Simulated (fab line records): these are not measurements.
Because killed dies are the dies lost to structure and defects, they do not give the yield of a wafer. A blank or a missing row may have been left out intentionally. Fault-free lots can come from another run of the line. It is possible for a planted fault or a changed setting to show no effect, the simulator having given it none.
Which of the tools did it? | flow sky130 | 13 lots with 39 wafers sampled at 2 steps, on a route of 708 steps

## WHAT THE GAUGES SHOWED, per wafer
SKY_CAPM_THK_MEAS_01. Usual: CAPM_CVD_00_THK gives 15.52 nm (standard deviation 0.25).
lot  | measured     | on           | CAPM_CVD_00_THK (nm) | flag
L444 | day 36 08:24 | filmMetro-01 | 15.34 15.73 15.44    | 
L446 | day 36 18:42 | filmMetro-01 | 15.38 15.21 15.54    | 
L447 | day 36 23:16 | filmMetro-01 | 15.48 15.65 15.79    | 
L448 | day 37 13:20 | filmMetro-04 | 15.33 15.47 15.64    | 
L449 | day 37 22:14 | filmMetro-04 | 15.67 15.44 15.77    | 
L452 | day 39 07:03 | filmMetro-04 | 15.17 15.37 15.78    | 
L455 | day 39 20:49 | filmMetro-04 | 12.67 12.95 16.07    | OFF
L461 | day 41 16:43 | filmMetro-01 | 15.32 15.82 15.88    | 
L464 | day 42 02:59 | filmMetro-01 | 15.21 15.49 15.68    | 
L463 | day 42 07:29 | filmMetro-04 | 15.00 15.38 15.24    | 
L465 | day 42 09:22 | filmMetro-02 | 15.50 15.98 15.69    | 
L466 | day 42 23:00 | filmMetro-02 | 15.46 15.16 15.70    | 
L467 | day 43 00:30 | filmMetro-02 | 15.34 15.60 15.89    | 

## WHAT TOOL EACH LOT RAN ON (gives the tool, then ch and the chambers of the sampled wafers, and finally the start)
lot  | SKY_CAPM_CVD_00
L444 | pecvd-01 ch 1,2, day 36 08:23
L446 | pecvd-02 ch 0,1, day 36 18:41
L447 | pecvd-03 ch 0,2, day 36 23:14
L448 | pecvd-03 ch 1,2, day 37 13:18
L449 | pecvd-01 ch 0,2, day 37 22:13
L452 | pecvd-03 ch 1,2, day 39 07:02
L455 | pecvd-01 ch 0,1, day 39 20:47
L461 | pecvd-03 ch 0,1, day 41 16:42
L464 | pecvd-02 ch 0,2, day 42 02:57
L463 | pecvd-02 ch 0,2, day 42 07:26
L465 | pecvd-03 ch 0,2, day 42 09:20
L466 | pecvd-02 ch 0,2, day 42 22:59
L467 | pecvd-01 ch 0,1, day 43 00:29
- SKY_CAPM_CVD_00: deposits SiO2, target thk 15.5 nm.

## AS READ BY THE TOOLS THEMSELVES (means over the sampled wafers that have a number; for cases with no such wafer, the mark the record gives instead)
SKY_CAPM_CVD_00. Usual: heaterPowerW at 712 W, with a standard deviation of 77.
lot  | tool     | heaterPowerW (W) | flag
L444 | pecvd-01 | 765              | 
L446 | pecvd-02 | 622              | 
L447 | pecvd-03 | 769              | 
L448 | pecvd-03 | 638              | 
L449 | pecvd-01 | 870              | 
L452 | pecvd-03 | 704              | 
L455 | pecvd-01 | 856              | 
L461 | pecvd-03 | 748              | 
L464 | pecvd-02 | 692              | 
L463 | pecvd-02 | 638              | 
L465 | pecvd-03 | 696              | 
L466 | pecvd-02 | 665              | 
L467 | pecvd-01 | 761              | 

## THE ANSWER, worked out from the rows above alone
Rule: lot off if the mean of its wafers having a number is beyond 3 standard deviations from the usual mean. A lot without any number at a reading at which 4 lots or more have one is off too. All remaining lots with rows at the step are treated as sound. First the gauges in route order, then the tools' own readings, where a lot's mean is used as printed above. The first step at which some lot is off is used, and at that step the reading that is off furthest; a lot without a number counts as furthest.
Off: L455, at SKY_CAPM_THK_MEAS_01 (CAPM_CVD_00_THK).
A tool fits if, at a process step before that reading, it ran every lot that is off, and no sound lot after the first of them. The gauges at SKY_CAPM_THK_MEAS_01 are tried like those tools. Of those tried, none fits.

## WHAT THE SIMULATOR PUT IN
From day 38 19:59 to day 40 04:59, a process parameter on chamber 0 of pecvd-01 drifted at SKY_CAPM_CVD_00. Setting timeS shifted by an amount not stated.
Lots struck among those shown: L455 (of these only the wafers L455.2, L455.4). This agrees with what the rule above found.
